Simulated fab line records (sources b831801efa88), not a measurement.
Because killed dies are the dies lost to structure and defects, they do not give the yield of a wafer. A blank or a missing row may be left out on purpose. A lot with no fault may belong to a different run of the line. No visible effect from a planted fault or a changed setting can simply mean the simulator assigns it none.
fab line records	flow gf180mcu
[record] lots = 12	wafers = 36	lastDay = 34
route steps=602 shown STI@24 CONTACT@302 M1@320 V2@386
lots with no fault: from the same line, run without faults
startH: hours from the record's first day to the start of the lot's first wafer shown	waitH: hours since the lot's step before	" the same as in the row above	L1.1+2: one row covering several wafers at once	- value missing, or start not given	* or withheld: withheld	< > ~ a bound
route shown NAME@n: NAME is a module with steps in the file, n the number in the route of the first one	usual: mean/standard deviation of fault-free wafers	same: alike in all rows	chamber/n: place in a boat	sites: readings site by site	_std_site: standard deviation of those values	_edge_site: inner sites' mean taken away from outer sites' mean	radiusMm: for every site, how far away it sits from the centre of the wafer	mask NAME#n: copy n	behind: tool/chamber where the wafer was last shaped	hold: the reason the lot was held/the length of the hold in hours/how it ended	device: the transistor (n, p or np) that didn't switch	end of line: the tests these same wafers got at the end of their route	a step given without rows: its recipe and nothing more	killed: dies that structure and defects cost at the first sort, which is not the same as the wafer's yield	map: shows each die of a wafer: x if killed, . if not, _ if none is there
set.NAME: setting as actually run; set.NAME@STEP: the setting as run at that earlier step	model.NAME: the simulator's own value behind a step, which no gauge read
steps of the route over a sample of lots; a table a step, a row a wafer
services: when a tool's chamber went out of use (startH, in hours from the record's first day, below 0 if earlier), for how many hours, and the reason
[[steps]]
[step GF_STI_CVD_23]
[recipe] material = SiO2	targetThkNm = 650	sigmaOpenFrac = 0.3	timeS = 108.3	tempC = 600	sih4FlowSccm = 60	pressureMtorr = 6
lot.wafer	tool	chamber	startH	waitH
L659.2+4+6	hdpcvd-01	1,1,0	28.28	0.0
L660.2+3+5	hdpcvd-02	0,1,2	32.50	0.0
L661.3+4+6	hdpcvd-02	2,2,1	38.98	0.0
L662.2+4+6	hdpcvd-02	1,2,0	44.10	0.0
L663.1+2+6	hdpcvd-01	0,2,1	47.70	0.1
L664.4+5+6	hdpcvd-02	1,2,0	54.01	0.1
L665.3+4+5	hdpcvd-02	2,0,1	60.57	0.0
L667.1+3+5	hdpcvd-02	1,0,0	69.83	0.1
L668.1+2+6	hdpcvd-01	1,2,0	74.06	0.1
L669.1+2+5	hdpcvd-01	2,1,0	78.62	0.1
L671.1+3+6	hdpcvd-01	2,0,0	89.78	0.1
L682.2+3+6	hdpcvd-02	0,1,1	147.34	0.0
[step GF_STI_THK_MEAS_24]
[recipe] reads = SiO2_of_STI_CVD_23
[usual] STI_CVD_23_THK = 651/7.7
lot.wafer	tool	chamber	startH	waitH	STI_CVD_23_THK[nm]
L659.2	filmMetro-02	-	28.37	0.0	654
L659.4	"	-	"	"	645
L659.6	"	-	"	"	642
L660.2	filmMetro-01	-	32.58	0.0	657
L660.3	"	-	"	"	650
L660.5	"	-	"	"	654
L661.3	filmMetro-04	-	39.07	0.1	652
L661.4	"	-	"	"	652
L661.6	"	-	"	"	658
L662.2	filmMetro-04	-	44.18	0.0	650
L662.4	"	-	"	"	656
L662.6	"	-	"	"	663
L663.1	filmMetro-04	-	47.78	0.0	648
L663.2	"	-	"	"	651
L663.6	"	-	"	"	661
L664.4	filmMetro-02	-	54.08	0.0	651
L664.5	"	-	"	"	651
L664.6	"	-	"	"	663
L665.3	filmMetro-01	-	60.67	0.1	647
L665.4	"	-	"	"	654
L665.5	"	-	"	"	645
L667.1	filmMetro-01	-	69.91	0.0	642
L667.3	"	-	"	"	659
L667.5	"	-	"	"	653
L668.1	filmMetro-04	-	74.14	0.0	656
L668.2	"	-	"	"	658
L668.6	"	-	"	"	644
L669.1	filmMetro-04	-	78.70	0.0	652
L669.2	"	-	"	"	656
L669.5	"	-	"	"	641
L671.1	filmMetro-02	-	89.86	0.0	649
L671.3	"	-	"	"	562
L671.6	"	-	"	"	555
L682.2	filmMetro-04	-	147.42	0.0	649
L682.3	"	-	"	"	640
L682.6	"	-	"	"	648
[step GF_STI_CMP_25]
[recipe] stopOn = Si3N4	tOverpolishS = 33	downForcePsi = 4	platenRpm = 60	targetThkNm = 524.6	padVelocityMS = 0.94248
[usual] motorCurrentA = 12.1/0.99	platenRpm = 60.00/0.037	slurryFlowMlMin = 150.0/0.47	timeToEndpointS = 124/4.8
lot.wafer	tool	chamber	startH	waitH	motorCurrentA	platenRpm	slurryFlowMlMin	timeToEndpointS
L659.2	cmp-01	0	28.47	0.1	10.1	59.98	150.7	127
L659.4	"	2	"	"	10.8	59.99	149.9	129
L659.6	"	3	"	"	11.7	60.03	149.6	130
L660.3	cmp-02	1	32.64	0.0	13.4	59.98	150.8	122
L660.2	"	0	"	"	13.0	60.01	150.5	122
L660.5	"	2	"	"	12.8	59.99	150.1	122
L661.3	cmp-01	1	39.11	0.0	12.9	60.05	148.8	122
L661.4	"	3	"	"	11.9	60.02	149.4	127
L661.6	"	2	"	"	11.0	60.10	150.9	134
L662.4	cmp-01	3	44.28	0.1	11.7	60.04	150.0	132
L662.2	"	1	"	"	11.8	59.99	151.1	124
L662.6	"	2	"	"	10.2	60.04	150.7	131
L663.1	cmp-01	0	47.89	0.1	10.1	60.02	149.2	124
L663.2	"	1	"	"	13.0	60.04	149.5	121
L663.6	"	3	"	"	12.6	59.95	149.9	127
L664.4	cmp-02	3	54.21	0.1	12.7	59.97	150.6	112
L664.5	"	1	"	"	12.9	60.03	150.2	117
L664.6	"	2	"	"	12.8	60.03	149.4	121
L665.4	cmp-02	3	60.76	0.1	12.4	59.99	149.6	118
L665.3	"	1	"	"	12.4	59.97	150.5	117
L665.5	"	3	"	"	11.8	59.97	149.7	118
L667.1	cmp-01	3	69.97	0.1	12.0	60.04	149.9	127
L667.3	"	0	"	"	10.2	59.98	150.2	129
L667.5	"	3	"	"	11.4	60.05	150.0	132
L668.1	cmp-02	2	74.20	0.1	13.0	59.98	149.6	122
L668.2	"	3	"	"	12.4	60.02	150.8	121
L668.6	"	2	"	"	12.9	60.05	149.2	123
L669.2	cmp-01	2	78.76	0.0	11.0	60.04	149.4	133
L669.1	"	0	"	"	10.5	60.09	150.1	124
L669.5	"	3	"	"	11.5	59.99	149.7	125
L671.3	cmp-01	2	89.92	0.0	11.2	60.02	149.5	110
L671.1	"	3	"	"	11.2	59.97	150.6	130
L671.6	"	3	"	"	11.6	60.01	149.6	108
L682.3	cmp-01	2	147.47	0.0	10.8	59.97	150.2	124
L682.2	"	0	"	"	10.4	60.04	150.0	120
L682.6	"	2	"	"	10.7	60.01	150.0	125
[step GF_CONTACT_OVL_MEAS_15]
[usual] CONTACT_OVL = -2/5.6
lot.wafer	tool	chamber	startH	waitH	CONTACT_OVL[nm]
L659.2	overlay-02	-	364.45	0.1	-4
L659.4	"	-	"	"	-7
L659.6	"	-	"	"	-4
L660.2	overlay-01	-	369.30	0.1	-8
L660.3	"	-	"	"	2
L660.5	"	-	"	"	-6
L661.3	overlay-02	-	383.56	0.1	-5
L661.4	"	-	"	"	-4
L661.6	"	-	"	"	-5
L662.2	overlay-02	-	394.58	0.1	-9
L662.4	"	-	"	"	-2
L662.6	"	-	"	"	-6
L663.1	overlay-02	-	399.62	0.1	10
L663.2	"	-	"	"	8
L663.6	"	-	"	"	4
L664.4	overlay-01	-	408.61	0.1	2
L664.5	"	-	"	"	4
L664.6	"	-	"	"	5
L665.3	overlay-01	-	413.41	0.1	10
L665.4	"	-	"	"	10
L665.5	"	-	"	"	8
L667.1	overlay-01	-	435.25	0.1	-1
L667.3	"	-	"	"	-2
L667.5	"	-	"	"	-1
L669.1	overlay-01	-	453.14	0.1	-4
L669.2	"	-	"	"	0
L669.5	"	-	"	"	-7
L668.1	overlay-02	-	455.49	0.1	3
L668.2	"	-	"	"	-1
L668.6	"	-	"	"	-8
L671.1	overlay-01	-	471.89	0.1	-8
L671.3	"	-	"	"	-9
L671.6	"	-	"	"	-6
L682.2	overlay-01	-	557.60	0.1	-8
L682.3	"	-	"	"	-2
L682.6	"	-	"	"	-5
[step GF_M1_RS_MEAS_05]
[recipe] thkMeasGauge = four-point-probe	reads = TiN_of_M1_SPUTTER_04+Ti_of_M1_SPUTTER_03+AlCu_of_M1_SPUTTER_02+TiN_of_M1_SPUTTER_01+Ti_of_M1_SPUTTER_00
[usual] M1_ALCU_RS = 0.0695/0.00083
lot.wafer	tool	chamber	startH	waitH	M1_ALCU_RS[ohm/sq]
L659.2	filmMetro-02	-	365.86	0.0	0.0690
L659.4	"	-	"	"	0.0695
L659.6	"	-	"	"	0.0700
L660.2	filmMetro-03	-	370.71	0.0	0.0701
L660.3	"	-	"	"	0.0697
L660.5	"	-	"	"	0.0700
L661.3	filmMetro-03	-	384.98	0.1	0.0706
L661.4	"	-	"	"	0.0704
L661.6	"	-	"	"	0.0698
L662.2	filmMetro-02	-	396.09	0.0	0.0695
L662.4	"	-	"	"	0.0695
L662.6	"	-	"	"	0.0684
L663.1	filmMetro-02	-	401.02	0.0	0.0690
L663.2	"	-	"	"	0.0687
L663.6	"	-	"	"	0.0706
L664.4	filmMetro-01	-	410.05	0.1	0.0682
L664.5	"	-	"	"	0.0680
L664.6	"	-	"	"	0.0685
L665.3	filmMetro-03	-	414.84	0.1	0.0700
L665.4	"	-	"	"	0.0679
L665.5	"	-	"	"	0.0698
L667.1	filmMetro-01	-	436.64	0.0	0.0692
L667.3	"	-	"	"	0.0703
L667.5	"	-	"	"	0.0704
L669.1	filmMetro-02	-	454.55	0.0	0.0708
L669.2	"	-	"	"	0.0700
L669.5	"	-	"	"	0.0696
L668.1	filmMetro-03	-	456.89	0.0	0.0676
L668.2	"	-	"	"	0.0688
L668.6	"	-	"	"	0.0692
L671.1	filmMetro-02	-	473.28	0.0	0.0703
L671.3	"	-	"	"	0.0707
L671.6	"	-	"	"	0.0702
L682.2	filmMetro-02	-	559.02	0.0	0.0713
L682.3	"	-	"	"	0.0696
L682.6	"	-	"	"	0.0709
[step GF_V2_CMP_04]
[recipe] material = SiO2	downForcePsi = 4	platenRpm = 60	padVelocityMS = 0.94248
[usual] motorCurrentA = 11.9/1.1	platenRpm = 60.00/0.037	slurryFlowMlMin = 150.0/0.46	timeToEndpointS = 81/5.2
lot.wafer	tool	chamber	startH	waitH	motorCurrentA	platenRpm	slurryFlowMlMin	timeToEndpointS
L659.4	cmp-01	3	440.99	0.1	11.1	60.00	150.5	88
L659.2	"	1	"	"	12.2	59.97	149.9	78
L659.6	"	3	"	"	12.3	60.02	150.2	83
L660.3	cmp-01	0	445.30	0.3	10.0	60.05	150.1	85
L660.2	"	2	"	"	10.6	60.01	150.1	83
L660.5	"	0	"	"	10.9	60.03	150.0	87
L661.3	cmp-02	2	460.24	0.1	13.1	59.95	150.1	88
L661.4	"	3	"	"	12.3	59.97	150.2	78
L661.6	"	2	"	"	12.6	59.96	150.0	89
L662.2	cmp-02	3	471.73	0.0	12.5	60.00	150.3	79
L662.4	"	1	"	"	13.1	60.03	150.5	79
L662.6	"	0	"	"	13.5	59.92	150.3	83
L663.2	cmp-02	2	478.25	0.1	12.5	59.95	150.4	76
L663.1	"	3	"	"	12.4	60.00	149.5	73
L663.6	"	2	"	"	12.6	59.99	150.7	78
L664.4	cmp-01	3	486.74	0.0	11.6	60.01	150.0	90
L664.5	"	3	"	"	12.0	60.05	149.8	85
L664.6	"	0	"	"	10.2	60.01	150.4	89
L665.4	cmp-01	2	493.01	0.1	10.8	59.98	150.4	82
L665.3	"	3	"	"	12.0	59.92	150.6	74
L665.5	"	0	"	"	10.6	59.97	150.0	76
L667.1	cmp-02	1	513.60	0.1	13.4	60.00	150.1	78
L667.3	"	3	"	"	12.4	60.02	150.8	76
L667.5	"	2	"	"	11.6	59.92	150.2	84
L669.1	cmp-01	2	529.31	0.1	10.9	59.94	149.1	81
L669.2	"	3	"	"	12.6	60.04	150.2	78
L669.5	"	2	"	"	10.5	59.96	149.7	88
L668.1	cmp-02	2	533.46	0.1	13.0	59.98	149.6	75
L668.2	"	0	"	"	12.7	59.99	150.3	73
L668.6	"	3	"	"	12.3	60.00	149.0	73
L671.1	cmp-01	2	547.68	0.1	10.2	59.98	150.6	83
L671.3	"	3	"	"	11.9	59.95	150.0	74
L671.6	"	3	"	"	12.0	60.00	150.7	80
L682.3	cmp-02	2	626.62	0.0	12.9	59.99	149.2	85
L682.2	"	0	"	"	12.5	60.03	150.5	79
L682.6	"	3	"	"	12.0	59.96	149.5	87
[[services]]
tool	chamber	startH	hours	kind
cmp-02	-	26.75	0.5	repair
cmp-02	-	34.83	4.0	pm
cmp-01	-	53.65	1.7	repair
cmp-01	-	64.00	4.0	pm
cmp-02	-	81.30	1.1	repair
cmp-02	-	162.96	1.4	repair
cmp-01	-	180.32	19.0	pm
cmp-02	-	182.89	0.2	repair
cmp-02	-	192.63	1.6	repair
cmp-01	-	199.32	7.0	pm
cmp-02	-	222.71	0.3	repair
cmp-02	-	232.00	4.0	pm
cmp-02	-	246.67	0.9	repair
cmp-02	-	248.01	1.2	repair
cmp-01	-	271.01	6.7	pm
cmp-02	-	289.29	0.3	repair
cmp-01	-	311.95	2.5	repair
cmp-01	-	331.01	1.0	repair
cmp-02	-	403.59	3.2	pm
cmp-01	-	404.06	4.0	pm
cmp-02	-	439.90	6.6	pm
cmp-01	-	507.81	0.9	repair
cmp-02	-	550.99	14.7	pm
cmp-01	-	612.94	0.5	repair
[[key]]
[firstSign] step = GF_STI_THK_MEAS_24	reading = STI_CVD_23_THK	direction = down	sigmas = 12	usual = 651	struck = 558
[effect] step = GF_STI_CMP_25	reading = timeToEndpointS	direction = down	sigmas = 3.1	usual = *	struck = *
metAt GF_STI_CVD_23
struckLots L671
struckWafers L671.3,L671.6
testerLeftOut L671
notActingAt GF_CONTACT_OVL_MEAS_15,GF_M1_RS_MEAS_05,GF_V2_CMP_04
onsetBetween 78.62 89.78
[fault] kind = processParameterDrift	tool = hdpcvd-01	chamber = 0	onsetH = 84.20	steps = GF_STI_CVD_23	channel = targetThkNm	offset = -89.168	shape = step	endH = 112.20	actsIn = theseRecipesOnly	stated = 650
// testerLeftOut: of these lots the tester's yield and bins aren't shown, on N5 and GAA mostly nor the transistor test; their killed dies are dies lost to structure and defects alone, not to doping, threshold or leakage, so they don't give the yield
